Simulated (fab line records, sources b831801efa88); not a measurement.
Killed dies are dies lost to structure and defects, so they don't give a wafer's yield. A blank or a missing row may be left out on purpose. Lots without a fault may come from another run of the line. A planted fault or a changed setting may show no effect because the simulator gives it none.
A struck lot beside a sound one | flow sky130 | 19 steps out of a route of 708
Sound: wafers L742.1, L742.2, L742.4. Struck: wafers L745.4, L745.5, L745.6. The cause comes at the end.
At each step with rows: each side's tool, then ch and its chambers, then its first start. Under that, the readings that differ: sound wafers | struck wafers | difference of the means | sigmas: that difference in standard deviations of wafers without a fault.
alike: readings whose means differ by less than 2 such deviations, and words and numbers that are the same on both sides. not compared: withheld readings, readings that some wafer has no value for, bounds like >300 that may hide the same value, and numbers for which the record gives no deviation and whose values overlap.
The two part at a step that has a row with sigmas, a row that says differs or no value, or rows on one side only. Numbers that don't overlap but have no deviation are shown without sigmas and don't part them. A reading that every wafer of one side lacks parts them only if that side has two wafers or more.

first, 1 step without rows for these wafers: SKY_FIELD_ISO_ANNEAL_26 (time 1800 s).
SKY_FIELD_ISO_CMP_27: polishes, stops on Si3N4, t overpolish 16 s, target thk 457.8 nm.
  sound on cmp-01 ch 1,2,3, day 2 21:31; struck on cmp-02 ch 2,3, day 3 18:29
  reading                | sound       | struck      | difference | sigmas
  time_to_endpoint_s (s) | 118 123 120 | 110 111 111 | -10        | -3
  alike: motor_current_A, overpolish_run_s, slurry_flow_ml_min
then, 5 steps without rows for these wafers: SKY_FIELD_ISO_WET_ETCH_28 (etches SiO2 in dHF, target depth 23.7 nm, time 47 s); SKY_FIELD_ISO_WET_ETCH_29 (etches Si3N4 in H3PO4, target depth 160 nm, time 1825 s); SKY_FIELD_ISO_WET_ETCH_30 (etches SiO2 in dHF, target depth 25 nm, time 50 s); SKY_NWELL_CLEAN_00 (cleans in SC1/SC2, time 150 s); SKY_NWELL_OXIDATION_01 (stabilise 600 s, purge 300 s, target thk 10 nm).
SKY_NWELL_THK_MEAS_02:
  sound on film_metro-03, day 3 00:26; struck on film_metro-04, day 3 21:08
  alike: NWELL_OXIDATION_THK
then, 4 steps without rows for these wafers: SKY_DNWELL_DEHYDRATE_00 (time 60 s); SKY_DNWELL_HMDS_01 (prime time 60 s); SKY_DNWELL_COAT_02 (resist thk 3000 nm); SKY_DNWELL_SOFTBAKE_03.
SKY_DNWELL_EXPOSE_04: exposes mask DNM, target cd 3000 nm.
  sound on iline_stepper-02 ch 0, day 3 08:20; struck on iline_stepper-01, day 4 05:10
  no value came back on the struck wafers for exposure_dose_mJ_cm2, focus_offset_nm (nm); on the sound wafers exposure_dose_mJ_cm2 reads 222.24 222.00 222.16
  alike: mask
then, 3 steps without rows for these wafers: SKY_DNWELL_PEB_05; SKY_DNWELL_DEVELOP_06 (develop time 60 s); SKY_DNWELL_IMPLANT_07.
SKY_DNWELL_STRIP_08: strips in O2/N2.
  sound on plasma_asher-01 ch 0,1, day 3 16:51; struck on plasma_asher-03 ch 0,1, day 4 14:01
  reading                     | sound       | struck      | difference | sigmas
  drypump_motor_current_A (A) | 5.0 4.8 4.8 | 6.4 5.4 6.4 | +1.2       | +2
  alike: oes_product_au, strip_time_to_endpoint_s
  not compared: rf_hours_counter_h
SKY_DNWELL_TW_MEAS_09:
  sound on film_metro-03, day 3 16:57; struck on film_metro-04, day 4 14:07
  reading   | sound          | struck   | difference | sigmas
  DNWELL_TW | 1123 1116 1114 | 30 30 30 | -1088      | -99 or more
then, 1 step without rows for these wafers: SKY_PWDE_DEHYDRATE_00 (time 60 s).

WHERE THEY PART
First at SKY_FIELD_ISO_CMP_27; last, within this record, at SKY_DNWELL_TW_MEAS_09.

WHY: what the simulator had put in
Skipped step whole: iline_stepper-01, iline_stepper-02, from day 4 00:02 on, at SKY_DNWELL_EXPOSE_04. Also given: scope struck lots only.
